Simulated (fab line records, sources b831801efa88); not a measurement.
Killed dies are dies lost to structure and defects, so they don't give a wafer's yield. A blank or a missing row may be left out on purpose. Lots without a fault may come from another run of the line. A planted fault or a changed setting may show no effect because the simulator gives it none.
Chamber matching | flow sky130 | SKY_LI_CONTACT_CMP_24 on cmp-01: 4 sister chambers
The step polishes, stops on PSG, t overpolish 20 s, target thk 0 nm. 18 wafers are shown with their chamber, then 9 later ones without.

WAFERS WITH THEIR CHAMBER
wafer  | chamber | motor_current_A (A) | time_to_endpoint_s (s) | overpolish_run_s (s)
L383.2 | 2       | 11.0                | 100                    | 19.996
L383.5 | 2       | 11.2                | 101                    | 19.987
L383.6 | 3       | 11.2                | 100                    | 19.990
L389.2 | 0       | 12.9                | 97                     | 20.001
L389.3 | 3       | 10.7                | 95                     | 19.999
L389.5 | 0       | 12.7                | 92                     | 20.003
L390.1 | 0       | 13.5                | 98                     | 20.002
L390.2 | 2       | 11.3                | 102                    | 20.007
L390.5 | 3       | 10.0                | 96                     | 19.991
L394.3 | 2       | 11.6                | 95                     | 20.019
L394.4 | 3       | 10.4                | 95                     | 20.001
L394.5 | 0       | 13.3                | 92                     | 19.995
L397.2 | 2       | 11.6                | 97                     | 20.001
L397.5 | 1       | 12.6                | 98                     | 20.003
L397.6 | 0       | 12.3                | 93                     | 19.992
L400.4 | 1       | 13.4                | 96                     | 20.013
L400.5 | 0       | 12.8                | 94                     | 19.992
L400.6 | 3       | 11.0                | 95                     | 19.992

SIGNATURES (means of the wafers above)
reading            | chamber 0 | chamber 1 | chamber 2 | chamber 3 | scatter within a chamber
motor_current_A    | 12.917    | 13.000    | 11.340    | 10.660    | 0.417
time_to_endpoint_s | 94.33     | 97.00     | 99.00     | 96.20     | 2.51
overpolish_run_s   | 19.99750  | 20.00800  | 20.00200  | 19.99460  | 0.00782
Rule: a wafer's distance from a chamber is the root of the sum, over the readings, of the square of ((its reading less the chamber's mean) divided by the reading's scatter). The wafer belongs to the nearest chamber; if the next one is less than 2 further off, it can't be placed. The scatter: the root of (the sum of the squares of (reading less its chamber's mean) over the shown wafers, divided by (wafers less chambers)).

WAFERS WITHOUT THEIR CHAMBER
wafer  | motor_current_A (A) | time_to_endpoint_s (s) | overpolish_run_s (s)
L402.1 | 11.9                | 92                     | 20.011
L402.2 | 12.4                | 93                     | 19.976
L402.6 | 11.7                | 97                     | 19.992
L404.1 | 11.6                | 96                     | 20.001
L404.2 | 12.5                | 99                     | 20.008
L404.5 | 12.6                | 93                     | 19.990
L405.3 | 10.1                | 96                     | 20.004
L405.5 | 13.4                | 103                    | 19.993
L405.6 | 10.0                | 90                     | 20.013

WHICH CHAMBER EACH WENT THROUGH
wafer  | from the rows above               | in truth
L402.1 | can't be placed: 0 or 2 or 1 or 3 | 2
L402.2 | can't be placed: 0 or 1 or 2 or 3 | 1
L402.6 | can't be placed: 2 or 3 or 0 or 1 | 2
L404.1 | can't be placed: 2 or 3 or 0      | 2
L404.2 | can't be placed: 1 or 0 or 2      | 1
L404.5 | can't be placed: 0 or 1           | 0
L405.3 | can't be placed: 3 or 2           | 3
L405.5 | can't be placed: 1 or 0           | 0
L405.6 | can't be placed: 3 or 2           | 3
Placed correctly: 0 of 9. Can't be placed from these rows: 9 (the true chamber is among the candidates in 9). Placed wrongly: 0.
